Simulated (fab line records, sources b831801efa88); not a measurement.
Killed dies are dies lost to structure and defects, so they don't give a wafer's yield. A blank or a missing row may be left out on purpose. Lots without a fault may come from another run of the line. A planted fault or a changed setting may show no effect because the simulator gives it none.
fab line records | flow sky130
record lots=5 wafers=15 last_day=50
route steps=708 shown PWDE@55 NWELL@56 VT_ADJUST_HVTP@85 VT_ADJUST_LVTN@97
lots that met no fault: from a run of the same line without faults
start_h: hours from the record's first day to the start of the lot's first wafer shown | wait_h: hours since the lot's step before | " the same as in the row above | L1.1+2: a row that stands for several wafers | - no value, or no start given | * or withheld: withheld | < > ~ a bound
route shown NAME@n: a module of which the file shows steps, and the number in the route of the first | usual: mean/standard deviation of fault-free wafers | same: alike in all rows | chamber/n: place in a boat | sites: the reading at each site | _std_site: their standard deviation | _edge_site: outer sites' mean less inner sites' | radius_mm: how far each site lies from the wafer's centre | mask NAME#n: copy n | behind: the tool/chamber that last shaped the wafer | hold: why the lot was held/for how many hours/how that ended | device: the transistor (n, p or np) that didn't switch | end of line: the same wafers' tests at the end of the route | a step without rows: its recipe alone | killed: dies lost to structure and defects at the first sort, not the wafer's yield | map: a wafer's dies, x killed, . not, _ none there
set.NAME: the setting as run; set.NAME@STEP: as run at that earlier step | model.NAME: the simulator's own value behind a step, which no gauge read
lots at some steps of the route; a table a step, a row a wafer
services: from which hour (start_h, from the record's first day; less than 0 if before it) a tool's chamber was out of use, for how many hours, and why
## steps
# step SKY_PWDE_TW_MEAS_10
# usual PWDE_TW=375.2/2
# columns lot.wafer tool chamber start_h wait_h PWDE_TW
L075.1 film_metro-01 - 75.14 0.1 375.6
L075.4 " - " " 376.7
L075.6 " - " " 375.7
L082.2 film_metro-03 - 110.80 0.1 369.5
L082.5 " - " " 370.9
L082.6 " - " " 371.7
L088.1 film_metro-01 - 150.26 0.1 374.4
L088.3 " - " " 373.3
L088.5 " - " " 375.3
L093.2 film_metro-01 - 175.55 0.1 376.7
L093.4 " - " " 376.5
L093.5 " - " " 379.1
L095.2 film_metro-01 - 196.70 0.1 375.6
L095.4 " - " " 377.5
L095.5 " - " " 374.7
# step SKY_NWELL_DEHYDRATE_03
# recipe temp_c=200 time_s=60
# columns lot.wafer tool chamber start_h wait_h
L075.1+4+6 litho_track-03 0 83.02 7.9
L082.2+5+6 litho_track-03 0 119.25 8.4
L088.1+3+5 litho_track-01 0 159.21 8.9
L093.2+4+5 litho_track-03 0 185.15 9.6
L095.2+4+5 litho_track-01 0 206.78 10.1
# step SKY_NWELL_HMDS_04
# recipe prime_time_s=60 prime_temp_c=120
# columns lot.wafer tool chamber start_h wait_h
L075.1+4+6 litho_track-03 0 83.17 0.1
L082.2+5+6 litho_track-03 0 119.40 0.1
L088.1+3+5 litho_track-01 0 159.36 0.1
L093.2+4+5 litho_track-03 0 185.30 0.1
L095.2+4+5 litho_track-01 0 206.93 0.1
# step SKY_NWELL_COAT_05
# recipe spin_rpm=2000 resist_thk_nm=3000
# columns lot.wafer tool chamber start_h wait_h
L075.1+4+6 litho_track-03 0 83.32 0.1
L082.2+5+6 litho_track-03 0 119.55 0.1
L088.1+3+5 litho_track-01 0 159.51 0.1
L093.2+4+5 litho_track-03 0 185.45 0.1
L095.2+4+5 litho_track-01 0 207.08 0.1
# step SKY_NWELL_SOFTBAKE_06
# recipe temp_c=110 time_s=withheld
# columns lot.wafer tool chamber start_h wait_h
L075.1+4+6 litho_track-03 0 83.47 0.1
L082.2+5+6 litho_track-03 0 119.70 0.1
L088.1+3+5 litho_track-01 0 159.66 0.1
L093.2+4+5 litho_track-03 0 185.60 0.1
L095.2+4+5 litho_track-01 0 207.24 0.1
# step SKY_NWELL_EXPOSE_07
# recipe mask_id=NWM na=0.6 source_shape=conventional sigma_outer=0.6 polarization=unpolarized target_cd_nm=840 dose_mj=255
# usual reticle_temp_C=23.02/0.099 stage_vel_mm_s=500.00/0.25
# columns lot.wafer tool chamber start_h wait_h mask reticle_temp_C stage_vel_mm_s
L075.1 iline_stepper-01 0 - - NWM#0 23.09 500.15
L075.4 " 0 " " NWM#0 23.03 500.06
L075.6 " 0 " " NWM#0 23.07 500.16
L082.2 iline_stepper-02 0 - - NWM#0 23.03 500.26
L082.5 " 0 " " NWM#0 22.94 500.24
L082.6 " 0 " " NWM#0 23.16 500.44
L088.1 iline_stepper-02 0 - - NWM#0 22.92 499.65
L088.3 " 0 " " NWM#0 23.21 500.03
L088.5 " 0 " " NWM#0 22.88 500.15
L093.2 iline_stepper-02 0 - - NWM#0 22.89 499.91
L093.4 " 0 " " NWM#0 23.00 500.44
L093.5 " 0 " " NWM#0 23.02 499.93
L095.2 iline_stepper-01 0 - - NWM#0 23.25 499.87
L095.4 " 0 " " NWM#0 23.14 499.91
L095.5 " 0 " " NWM#0 23.19 500.22
# step SKY_NWELL_PEB_08
# recipe temp_c=115 time_s=withheld
# columns lot.wafer tool chamber start_h wait_h
L075.1+4+6 litho_track-04 0 - -
L082.2+5+6 litho_track-03 0 - -
L088.1+3+5 litho_track-01 0 - -
L093.2+4+5 litho_track-04 0 - -
L095.2+4+5 litho_track-01 0 - -
# step SKY_NWELL_DEVELOP_09
# recipe wall_angle_deg=90 developer=TMAH develop_time_s=60 dev_temp_c=23
# columns lot.wafer tool chamber start_h wait_h
L075.1+4+6 litho_track-04 0 - -
L082.2+5+6 litho_track-03 0 - -
L088.1+3+5 litho_track-01 0 - -
L093.2+4+5 litho_track-04 0 - -
L095.2+4+5 litho_track-01 0 - -
# step SKY_NWELL_OVL_MEAS_10
# usual NWELL_00_OVL=0.4/1.6
# columns lot.wafer tool chamber start_h wait_h NWELL_00_OVL[nm]
L075.1 overlay-02 - 92.69 - 0.3
L075.4 " - " " 0.5
L075.6 " - " " -1.0
L082.2 overlay-01 - 128.78 - -3.1
L082.5 " - " " -2.3
L082.6 " - " " -1.6
L088.1 overlay-02 - 169.11 - 1.7
L088.3 " - " " 0.3
L088.5 " - " " 0.8
L093.2 overlay-02 - 196.44 - -0.8
L093.4 " - " " 0.1
L093.5 " - " " -0.8
L095.2 overlay-01 - 217.86 - 0.1
L095.4 " - " " 0.3
L095.5 " - " " 1.5
# step SKY_NWELL_IMPLANT_11
# recipe species=P energy_kev=400 dose_cm2=1.9e+13 tilt_deg=withheld
# columns lot.wafer tool chamber start_h wait_h
L075.1+4+6 implanter-03 0 92.72 0.0
L082.2+5+6 implanter-03 0 128.83 0.0
L088.1+3+5 implanter-02 0 169.14 0.0
L093.2+4+5 implanter-04 0 196.50 0.0
L095.2+4+5 implanter-02 0 217.92 0.0
# step SKY_NWELL_IMPLANT_12
# recipe species=P energy_kev=120 dose_cm2=1.3e+12 tilt_deg=withheld
# columns lot.wafer tool chamber start_h wait_h
L075.1+4+6 implanter-03 0 92.87 0.1
L082.2+5+6 implanter-03 0 128.98 0.1
L088.1+3+5 implanter-02 0 169.29 0.1
L093.2+4+5 implanter-04 0 196.65 0.1
L095.2+4+5 implanter-02 0 218.07 0.1
# step SKY_NWELL_IMPLANT_13
# recipe species=P energy_kev=50 dose_cm2=7e+11 tilt_deg=withheld
# columns lot.wafer tool chamber start_h wait_h
L075.1+4+6 implanter-03 0 93.02 0.1
L082.2+5+6 implanter-03 0 129.13 0.1
L088.1+3+5 implanter-02 0 169.44 0.1
L093.2+4+5 implanter-04 0 196.80 0.1
L095.2+4+5 implanter-02 0 218.22 0.1
# step SKY_NWELL_STRIP_14
# recipe chemistry=O2/N2 power_w=1400 pressure_mtorr=1500 platen_temp_c=withheld o2_flow_sccm=3000 n2_flow_sccm=300 overash_fraction=0.5
# usual drypump_motor_current_A=5.7/0.34 oes_product_au=0.722/0.0046 strip_time_to_endpoint_s=36.88/0.11
# columns lot.wafer tool chamber start_h wait_h drypump_motor_current_A oes_product_au rf_hours_counter_h strip_time_to_endpoint_s
L075.1 plasma_asher-02 1 93.17 0.1 5.8 0.728 28 36.96
L075.4 " 0 " " 5.7 0.726 - 36.95
L075.6 " 0 " " 5.7 0.722 - 36.92
L082.2 plasma_asher-04 1 129.26 0.1 6.2 0.724 44 36.90
L082.5 " 1 " " 6.2 0.722 - 36.92
L082.6 " 0 " " 5.8 0.729 - 36.96
L088.1 plasma_asher-04 0 169.59 0.1 5.9 0.720 48 36.85
L088.3 " 1 " " 6.2 0.721 - 36.97
L088.5 " 0 " " 5.9 0.714 - 36.96
L093.2 plasma_asher-01 1 196.92 0.1 5.5 0.722 51 36.96
L093.4 " 1 " " 5.5 0.722 - 36.93
L093.5 " 0 " " 5.1 0.722 - 36.95
L095.2 plasma_asher-01 0 218.34 0.1 5.1 0.728 54 37.10
L095.4 " 1 " " 5.4 0.728 - 37.02
L095.5 " 0 " " 5.1 0.729 - 36.97
# step SKY_NWELL_TW_MEAS_15
# usual NWELL_TW=1825/12
# columns lot.wafer tool chamber start_h wait_h NWELL_TW
L075.1 film_metro-03 - 93.27 0.1 1818
L075.4 " - " " 1811
L075.6 " - " " 1808
L082.2 film_metro-03 - 129.37 0.1 1814
L082.5 " - " " 1816
L082.6 " - " " 1829
L088.1 film_metro-01 - 169.69 0.1 1826
L088.3 " - " " 1827
L088.5 " - " " 1830
L093.2 film_metro-01 - 197.03 0.1 1833
L093.4 " - " " 1835
L093.5 " - " " 1837
L095.2 film_metro-01 - 218.45 0.1 1842
L095.4 " - " " 1840
L095.5 " - " " 1832
# step SKY_NWELL_DEHYDRATE_16
# recipe temp_c=200 time_s=60
# columns lot.wafer tool chamber start_h wait_h
L075.1+4+6 litho_track-01 0 100.76 7.5
L082.2+5+6 litho_track-04 0 138.11 8.7
L088.1+3+5 litho_track-01 0 179.56 9.9
L093.2+4+5 litho_track-03 0 207.25 10.2
L095.2+4+5 litho_track-01 0 228.98 10.5
# step SKY_NWELL_HMDS_17
# recipe prime_time_s=60 prime_temp_c=120
# columns lot.wafer tool chamber start_h wait_h
L075.1+4+6 litho_track-01 0 100.91 0.1
L082.2+5+6 litho_track-04 0 138.26 0.1
L088.1+3+5 litho_track-01 0 179.71 0.1
L093.2+4+5 litho_track-03 0 207.40 0.1
L095.2+4+5 litho_track-01 0 229.13 0.1
# step SKY_NWELL_COAT_18
# recipe spin_rpm=2000 resist_thk_nm=3000
# columns lot.wafer tool chamber start_h wait_h
L075.1+4+6 litho_track-01 0 101.06 0.1
L082.2+5+6 litho_track-04 0 138.41 0.1
L088.1+3+5 litho_track-01 0 179.86 0.1
L093.2+4+5 litho_track-03 0 207.55 0.1
L095.2+4+5 litho_track-01 0 229.28 0.1
# step SKY_NWELL_SOFTBAKE_19
# recipe temp_c=110 time_s=withheld
# columns lot.wafer tool chamber start_h wait_h
L075.1+4+6 litho_track-01 0 101.21 0.1
L082.2+5+6 litho_track-04 0 138.57 0.1
L088.1+3+5 litho_track-01 0 180.01 0.1
L093.2+4+5 litho_track-03 0 207.70 0.1
L095.2+4+5 litho_track-01 0 229.44 0.1
# step SKY_NWELL_EXPOSE_20
# recipe mask_id=NWM_COMPLEMENT na=0.6 source_shape=conventional sigma_outer=0.6 polarization=unpolarized target_cd_nm=840 dose_mj=260
# usual reticle_temp_C=22.98/0.1 stage_vel_mm_s=499.99/0.21
# columns lot.wafer tool chamber start_h wait_h mask reticle_temp_C stage_vel_mm_s
L075.1 iline_stepper-01 0 - - NWM_COMPLEMENT#0 22.89 500.20
L075.4 " 0 " " NWM_COMPLEMENT#0 22.96 500.25
L075.6 " 0 " " NWM_COMPLEMENT#0 22.98 499.97
L082.2 iline_stepper-01 0 - - NWM_COMPLEMENT#0 22.96 500.22
L082.5 " 0 " " NWM_COMPLEMENT#0 22.98 500.20
L082.6 " 0 " " NWM_COMPLEMENT#0 22.91 499.97
L088.1 iline_stepper-02 0 - - NWM_COMPLEMENT#0 22.92 500.18
L088.3 " 0 " " NWM_COMPLEMENT#0 22.86 499.57
L088.5 " 0 " " NWM_COMPLEMENT#0 22.93 500.23
L093.2 iline_stepper-01 0 - - NWM_COMPLEMENT#0 22.95 499.63
L093.4 " 0 " " NWM_COMPLEMENT#0 22.79 500.13
L093.5 " 0 " " NWM_COMPLEMENT#0 22.79 500.24
L095.2 iline_stepper-01 0 - - NWM_COMPLEMENT#0 23.04 500.34
L095.4 " 0 " " NWM_COMPLEMENT#0 23.09 499.86
L095.5 " 0 " " NWM_COMPLEMENT#0 22.97 500.05
# step SKY_NWELL_PEB_21
# recipe temp_c=115 time_s=withheld
# columns lot.wafer tool chamber start_h wait_h
L075.1+4+6 litho_track-04 0 - -
L082.2+5+6 litho_track-01 0 - -
L088.1+3+5 litho_track-03 0 - -
L093.2+4+5 litho_track-03 0 - -
L095.2+4+5 litho_track-04 0 - -
# step SKY_NWELL_DEVELOP_22
# recipe wall_angle_deg=90 developer=TMAH develop_time_s=60 dev_temp_c=23
# columns lot.wafer tool chamber start_h wait_h
L075.1+4+6 litho_track-04 0 - -
L082.2+5+6 litho_track-01 0 - -
L088.1+3+5 litho_track-03 0 - -
L093.2+4+5 litho_track-03 0 - -
L095.2+4+5 litho_track-04 0 - -
# step SKY_NWELL_OVL_MEAS_23
# usual NWELL_01_OVL=-0.7/1.2
# columns lot.wafer tool chamber start_h wait_h NWELL_01_OVL[nm]
L075.1 overlay-01 - 110.39 - -1.5
L075.4 " - " " -0.4
L075.6 " - " " 0.4
L082.2 overlay-01 - 147.61 - -1.4
L082.5 " - " " -3.2
L082.6 " - " " -3.1
L088.1 overlay-01 - 191.07 - -0.6
L088.3 " - " " -1.3
L088.5 " - " " -1.6
L093.2 overlay-01 - 218.23 - -0.2
L093.4 " - " " -1.1
L093.5 " - " " -0.9
L095.2 overlay-02 - 240.79 - -0.1
L095.4 " - " " -0.6
L095.5 " - " " -0.1
# step SKY_NWELL_IMPLANT_24
# recipe species=B energy_kev=140 dose_cm2=9.2e+12 tilt_deg=withheld
# columns lot.wafer tool chamber start_h wait_h
L075.1+4+6 implanter-02 0 110.42 0.0
L082.2+5+6 implanter-04 0 147.67 0.0
L088.1+3+5 implanter-04 0 191.11 0.0
L093.2+4+5 implanter-03 0 218.28 0.0
L095.2+4+5 implanter-04 0 240.85 0.0
# step SKY_NWELL_STRIP_25
# recipe chemistry=O2/N2 power_w=1400 pressure_mtorr=1500 platen_temp_c=withheld o2_flow_sccm=3000 n2_flow_sccm=300 overash_fraction=0.5
# usual drypump_motor_current_A=5.6/0.42 oes_product_au=0.723/0.0051 strip_time_to_endpoint_s=36.91/0.11
# columns lot.wafer tool chamber start_h wait_h drypump_motor_current_A oes_product_au rf_hours_counter_h strip_time_to_endpoint_s
L075.1 plasma_asher-01 1 110.57 0.1 5.5 0.718 42 36.96
L075.4 " 0 " " 5.1 0.726 - 36.95
L075.6 " 1 " " 5.4 0.728 - 36.94
L082.2 plasma_asher-01 0 147.79 0.1 5.1 0.724 46 36.80
L082.5 " 0 " " 5.1 0.727 - 36.79
L082.6 " 1 " " 5.5 0.723 - 36.70
L088.1 plasma_asher-01 1 191.26 0.1 5.4 0.729 51 36.95
L088.3 " 1 " " 5.4 0.720 - 36.99
L088.5 " 0 " " 5.1 0.720 - 37.04
L093.2 plasma_asher-04 1 218.41 0.1 6.3 0.723 53 36.94
L093.4 " 1 " " 6.2 0.723 - 36.96
L093.5 " 0 " " 5.8 0.724 - 37.01
L095.2 plasma_asher-04 0 240.97 0.1 5.8 0.719 55 36.90
L095.4 " 1 " " 6.3 0.722 - 36.91
L095.5 " 1 " " 6.2 0.721 - 36.93
# step SKY_NWELL_TW_MEAS_26
# usual NWELL_2_TW=497.4/2.6
# columns lot.wafer tool chamber start_h wait_h NWELL_2_TW
L075.1 film_metro-02 - 110.67 0.1 497.8
L075.4 " - " " 496.3
L075.6 " - " " 496.2
L082.2 film_metro-02 - 147.90 0.1 493.1
L082.5 " - " " 490.2
L082.6 " - " " 494.9
L088.1 film_metro-01 - 191.36 0.1 501.9
L088.3 " - " " 498.8
L088.5 " - " " 500.8
L093.2 film_metro-01 - 218.52 0.1 497.7
L093.4 " - " " 498.0
L093.5 " - " " 495.4
L095.2 film_metro-03 - 241.08 0.1 496.0
L095.4 " - " " 492.4
L095.5 " - " " 494.0
# step SKY_NWELL_CLEAN_27
# recipe chemistry=SC1/SC2 mix=1:4:20 temp_c=70 time_s=150 dry=n2_spin
# columns lot.wafer tool chamber start_h wait_h
L075.1+4+6 wet_bench-03 1 110.73 0.1
L082.2+5+6 wet_bench-04 0 147.95 0.0
L088.1+3+5 wet_bench-01 0 191.42 0.1
L093.2+4+5 wet_bench-01 2 218.57 0.0
L095.2+4+5 wet_bench-03 0 241.13 0.0
# step SKY_NWELL_RTA_28
# recipe temp_c=1050 time_s=30 idle_temp_c=650 ramp_up_c_per_s=150 ramp_down_c_per_s=90 ambient=N2
# usual lamp_power_pct=25.31/0.052 wafer_temp_C_max=1055.0/0.99
# columns lot.wafer tool chamber start_h wait_h lamp_power_pct wafer_temp_C_max
L075.1 rtp_anneal-02 0 110.78 0.0 25.39 1055.8
L075.4 " 0 " " 25.32 1054.2
L075.6 " 0 " " 25.29 1054.4
L082.2 rtp_anneal-01 0 148.02 0.0 25.27 1054.7
L082.5 " 0 " " 25.32 1054.7
L082.6 " 0 " " 25.31 1056.1
L088.1 rtp_anneal-02 0 191.47 0.0 25.28 1054.3
L088.3 " 0 " " 25.31 1055.1
L088.5 " 0 " " 25.32 1054.7
L093.2 rtp_anneal-02 0 218.64 0.0 25.30 1055.5
L093.4 " 0 " " 25.26 1055.6
L093.5 " 0 " " 25.19 1053.8
L095.2 rtp_anneal-02 0 241.20 0.0 25.41 1055.7
L095.4 " 0 " " 25.32 1053.7
L095.5 " 0 " " 25.33 1055.5
# step SKY_NWELL_RS_MEAS_29
# recipe thk_meas_gauge=four-point-probe
# usual NWELL_RS=624.0/1.7
# columns lot.wafer tool chamber start_h wait_h NWELL_RS[ohm/sq]
L075.1 film_metro-02 - 110.88 0.1 624.3
L075.4 " - " " 627.8
L075.6 " - " " 626.0
L082.2 film_metro-01 - 148.12 0.1 621.4
L082.5 " - " " 625.2
L082.6 " - " " 620.9
L088.1 film_metro-03 - 191.57 0.1 627.1
L088.3 " - " " 625.1
L088.5 " - " " 625.1
L093.2 film_metro-03 - 218.74 0.1 622.6
L093.4 " - " " 625.0
L093.5 " - " " 623.9
L095.2 film_metro-01 - 241.30 0.1 621.0
L095.4 " - " " 619.9
L095.5 " - " " 621.1
# step SKY_NWELL_RS_MEAS_31
# recipe thk_meas_gauge=four-point-probe
# usual PWDE_RS=5269/21
# columns lot.wafer tool chamber start_h wait_h PWDE_RS[ohm/sq]
L075.1 film_metro-02 - 111.12 0.1 5279
L075.4 " - " " 5281
L075.6 " - " " 5299
L082.2 film_metro-01 - 148.36 0.1 5265
L082.5 " - " " 5250
L082.6 " - " " 5245
L088.1 film_metro-03 - 191.81 0.1 5320
L088.3 " - " " 5319
L088.5 " - " " 5330
L093.2 film_metro-03 - 218.98 0.1 5250
L093.4 " - " " 5258
L093.5 " - " " 5251
L095.2 film_metro-01 - 241.54 0.1 5234
L095.4 " - " " 5239
L095.5 " - " " 5235
# step SKY_VT_ADJUST_HVTP_DEHYDRATE_00
# recipe temp_c=200 time_s=60
# columns lot.wafer tool chamber start_h wait_h
L075.1+4+6 litho_track-01 0 119.66 8.5
L082.2+5+6 litho_track-04 0 156.71 8.3
L088.1+3+5 litho_track-01 0 201.76 9.9
L093.2+4+5 litho_track-02 0 229.99 11.0
L095.2+4+5 litho_track-01 0 253.28 11.7
# step SKY_VT_ADJUST_HVTP_HMDS_01
# recipe prime_time_s=60 prime_temp_c=120
# columns lot.wafer tool chamber start_h wait_h
L075.1+4+6 litho_track-01 0 119.81 0.1
L082.2+5+6 litho_track-04 0 156.86 0.1
L088.1+3+5 litho_track-01 0 201.91 0.1
L093.2+4+5 litho_track-02 0 230.14 0.1
L095.2+4+5 litho_track-01 0 253.43 0.1
# step SKY_VT_ADJUST_HVTP_COAT_02
# recipe resist=NOVOLAK spin_rpm=3000 resist_thk_nm=1140
# columns lot.wafer tool chamber start_h wait_h
L075.1+4+6 litho_track-01 0 119.96 0.1
L082.2+5+6 litho_track-04 0 157.01 0.1
L088.1+3+5 litho_track-01 0 202.06 0.1
L093.2+4+5 litho_track-02 0 230.29 0.1
L095.2+4+5 litho_track-01 0 253.58 0.1
# step SKY_VT_ADJUST_HVTP_SOFTBAKE_03
# recipe temp_c=90 time_s=60 resist=NOVOLAK
# columns lot.wafer tool chamber start_h wait_h
L075.1+4+6 litho_track-01 0 120.11 0.1
L082.2+5+6 litho_track-04 0 157.16 0.1
L088.1+3+5 litho_track-01 0 202.21 0.1
L093.2+4+5 litho_track-02 0 230.44 0.1
L095.2+4+5 litho_track-01 0 253.73 0.1
# step SKY_VT_ADJUST_HVTP_EXPOSE_04
# recipe mask_id=HVTPM na=0.6 source_shape=conventional sigma_outer=0.6 polarization=unpolarized target_cd_nm=380 dose_mj=140
# usual reticle_temp_C=23.04/0.11 stage_vel_mm_s=500.02/0.26
# columns lot.wafer tool chamber start_h wait_h mask reticle_temp_C stage_vel_mm_s
L075.1 iline_stepper-01 0 - - HVTPM#0 23.03 500.34
L075.4 " 0 " " HVTPM#0 23.03 500.37
L075.6 " 0 " " HVTPM#0 23.05 500.30
L082.2 iline_stepper-01 0 - - HVTPM#0 23.18 500.46
L082.5 " 0 " " HVTPM#0 23.00 500.29
L082.6 " 0 " " HVTPM#0 23.09 500.47
L088.1 iline_stepper-02 0 - - HVTPM#0 23.07 500.07
L088.3 " 0 " " HVTPM#0 23.05 499.96
L088.5 " 0 " " HVTPM#0 23.10 500.12
L093.2 iline_stepper-02 0 - - HVTPM#0 23.00 500.39
L093.4 " 0 " " HVTPM#0 23.13 499.91
L093.5 " 0 " " HVTPM#0 23.12 500.42
L095.2 iline_stepper-01 0 - - HVTPM#0 22.97 499.88
L095.4 " 0 " " HVTPM#0 22.93 499.93
L095.5 " 0 " " HVTPM#0 22.90 499.45
# step SKY_VT_ADJUST_HVTP_PEB_05
# recipe temp_c=withheld time_s=* resist=NOVOLAK
# columns lot.wafer tool chamber start_h wait_h
L075.1+4+6 litho_track-02 0 - -
L082.2+5+6 litho_track-01 0 - -
L088.1+3+5 litho_track-04 0 - -
L093.2+4+5 litho_track-04 0 - -
L095.2+4+5 litho_track-04 0 - -
# step SKY_VT_ADJUST_HVTP_DEVELOP_06
# recipe resist=NOVOLAK developer=TMAH develop_time_s=60 dev_temp_c=23
# columns lot.wafer tool chamber start_h wait_h
L075.1+4+6 litho_track-02 0 129.37 0.1
L082.2+5+6 litho_track-01 0 166.53 0.1
L088.1+3+5 litho_track-04 0 212.68 0.1
L093.2+4+5 litho_track-04 0 241.91 0.1
L095.2+4+5 litho_track-04 0 265.21 0.1
# step SKY_VT_ADJUST_HVTP_CD_MEAS_07
# recipe target_cd_nm=380
# usual cd_nm=379.9/2.8
# columns lot.wafer tool chamber start_h wait_h cd_nm
L075.1 cd_sem-01 - 129.52 0.1 382.6
L075.4 " - " " 380.3
L075.6 " - " " 381.4
L082.2 cd_sem-01 - 166.68 0.1 383.5
L082.5 " - " " 383.4
L082.6 " - " " 381.7
L088.1 cd_sem-01 - 212.83 0.1 379.6
L088.3 " - " " 378.2
L088.5 " - " " 379.7
L093.2 cd_sem-02 - 242.05 0.1 378.2
L093.4 " - " " 376.6
L093.5 " - " " 377.6
L095.2 cd_sem-01 - 265.35 0.1 376.8
L095.4 " - " " 375.6
L095.5 " - " " 374.9
# step SKY_VT_ADJUST_HVTP_OVL_MEAS_08
# usual VT_ADJUST_HVTP_OVL=-0.8/1.5
# columns lot.wafer tool chamber start_h wait_h VT_ADJUST_HVTP_OVL[nm]
L075.1 overlay-02 - 129.64 0.1 -4.4
L075.4 " - " " -2.7
L075.6 " - " " -2.3
L082.2 overlay-02 - 166.78 0.1 0.1
L082.5 " - " " 0.8
L082.6 " - " " -0.1
L088.1 overlay-02 - 212.95 0.1 -0.6
L088.3 " - " " -0.2
L088.5 " - " " 0.4
L093.2 overlay-01 - 242.16 0.1 -1.9
L093.4 " - " " -0.4
L093.5 " - " " -0.8
L095.2 overlay-02 - 265.46 0.1 -3.4
L095.4 " - " " -2.0
L095.5 " - " " -3.3
# step SKY_VT_ADJUST_HVTP_IMPLANT_09
# recipe species=As energy_kev=150 dose_cm2=4.3e+12 tilt_deg=withheld
# columns lot.wafer tool chamber start_h wait_h
L075.1+4+6 implanter-01 0 129.67 0.0
L082.2+5+6 implanter-01 0 166.84 0.0
L088.1+3+5 implanter-01 0 212.99 0.0
L093.2+4+5 implanter-02 0 242.22 0.0
L095.2+4+5 implanter-04 0 265.52 0.0
# step SKY_VT_ADJUST_HVTP_STRIP_10
# recipe chemistry=O2/N2 power_w=1400 pressure_mtorr=1500 platen_temp_c=withheld o2_flow_sccm=3000 n2_flow_sccm=300 overash_fraction=0.5
# usual drypump_motor_current_A=5.4/0.34 oes_product_au=0.716/0.0044 strip_time_to_endpoint_s=14.17/0.037
# columns lot.wafer tool chamber start_h wait_h drypump_motor_current_A oes_product_au rf_hours_counter_h strip_time_to_endpoint_s
L075.1 plasma_asher-02 1 129.82 0.1 5.8 0.716 32 14.12
L075.4 " 1 " " 5.8 0.711 - 14.10
L075.6 " 1 " " 5.8 0.720 - 14.18
L082.2 plasma_asher-01 1 166.96 0.1 5.5 0.711 48 14.19
L082.5 " 1 " " 5.4 0.719 - 14.22
L082.6 " 0 " " 5.1 0.707 - 14.18
L088.1 plasma_asher-02 1 213.14 0.1 5.8 0.717 38 14.21
L088.3 " 0 " " 5.7 0.715 - 14.24
L088.5 " 0 " " 5.7 0.715 - 14.21
L093.2 plasma_asher-01 0 242.34 0.1 5.1 0.710 56 14.16
L093.4 " 0 " " 5.1 0.713 - 14.21
L093.5 " 0 " " 5.1 0.722 - 14.22
L095.2 plasma_asher-03 0 265.64 0.1 5.3 0.716 15 14.23
L095.4 " 1 " " 4.9 0.719 - 14.18
L095.5 " 0 " " 5.2 0.709 - 14.19
# step SKY_VT_ADJUST_HVTP_TW_MEAS_11
# usual VT_ADJUST_HVTP_TW=1357/11
# columns lot.wafer tool chamber start_h wait_h VT_ADJUST_HVTP_TW
L075.1 film_metro-02 - 129.92 0.1 1353
L075.4 " - " " 1358
L075.6 " - " " 1354
L082.2 film_metro-02 - 167.07 0.1 1350
L082.5 " - " " 1343
L082.6 " - " " 1341
L088.1 film_metro-04 - 213.24 0.1 1343
L088.3 " - " " 1337
L088.5 " - " " 1349
L093.2 film_metro-02 - 242.45 0.1 1353
L093.4 " - " " 1359
L093.5 " - " " 1355
L095.2 film_metro-01 - 265.75 0.1 1361
L095.4 " - " " 1361
L095.5 " - " " 1362
# step SKY_VT_ADJUST_LVTN_DEHYDRATE_00
# recipe temp_c=200 time_s=60
# columns lot.wafer tool chamber start_h wait_h
L075.1+4+6 litho_track-02 0 139.12 9.2
L082.2+5+6 litho_track-04 0 176.71 9.6
L088.1+3+5 litho_track-03 0 224.07 10.8
L093.2+4+5 litho_track-04 0 253.96 11.5
L095.2+4+5 litho_track-04 0 278.21 12.4
# step SKY_VT_ADJUST_LVTN_HMDS_01
# recipe prime_time_s=60 prime_temp_c=120
# columns lot.wafer tool chamber start_h wait_h
L075.1+4+6 litho_track-02 0 139.27 0.1
L082.2+5+6 litho_track-04 0 176.86 0.1
L088.1+3+5 litho_track-03 0 224.22 0.1
L093.2+4+5 litho_track-04 0 254.11 0.1
L095.2+4+5 litho_track-04 0 278.36 0.1
# step SKY_VT_ADJUST_LVTN_COAT_02
# recipe spin_rpm=2000 resist_thk_nm=3000
# columns lot.wafer tool chamber start_h wait_h
L075.1+4+6 litho_track-02 0 139.42 0.1
L082.2+5+6 litho_track-04 0 177.01 0.1
L088.1+3+5 litho_track-03 0 224.37 0.1
L093.2+4+5 litho_track-04 0 254.26 0.1
L095.2+4+5 litho_track-04 0 278.51 0.1
# step SKY_VT_ADJUST_LVTN_SOFTBAKE_03
# recipe temp_c=110 time_s=withheld
# columns lot.wafer tool chamber start_h wait_h
L075.1+4+6 litho_track-02 0 139.57 0.1
L082.2+5+6 litho_track-04 0 177.17 0.1
L088.1+3+5 litho_track-03 0 224.52 0.1
L093.2+4+5 litho_track-04 0 254.42 0.1
L095.2+4+5 litho_track-04 0 278.67 0.1
## services
# columns tool chamber start_h hours kind
implanter-03 - 59.15 4.2 repair
implanter-01 - 70.16 3.6 repair
plasma_asher-01 - 86.17 3.5 repair
iline_stepper-02 - 92.88 2.1 pm
implanter-04 - 93.02 3.1 repair
iline_stepper-02 - 99.42 3.7 repair
implanter-04 - 108.23 4.6 pm
implanter-02 - 139.96 6.2 repair
iline_stepper-01 - 144.33 2.1 pm
implanter-02 - 147.25 3.2 repair
plasma_asher-02 - 148.94 16.0 pm
implanter-04 - 151.02 5.3 repair
implanter-01 - 151.58 2.1 repair
implanter-02 - 153.69 2.9 pm
plasma_asher-02 - 171.47 1.2 repair
iline_stepper-01 - 184.76 4.4 pm
implanter-01 - 197.09 13.6 pm
iline_stepper-01 - 234.90 1.7 pm
iline_stepper-02 - 237.64 1.7 pm
implanter-04 - 248.12 0.5 repair
implanter-01 - 252.97 3.5 pm
implanter-02 - 258.91 3.5 repair
implanter-03 - 262.80 6.1 pm
implanter-03 - 270.13 1.3 repair
## key
fault none
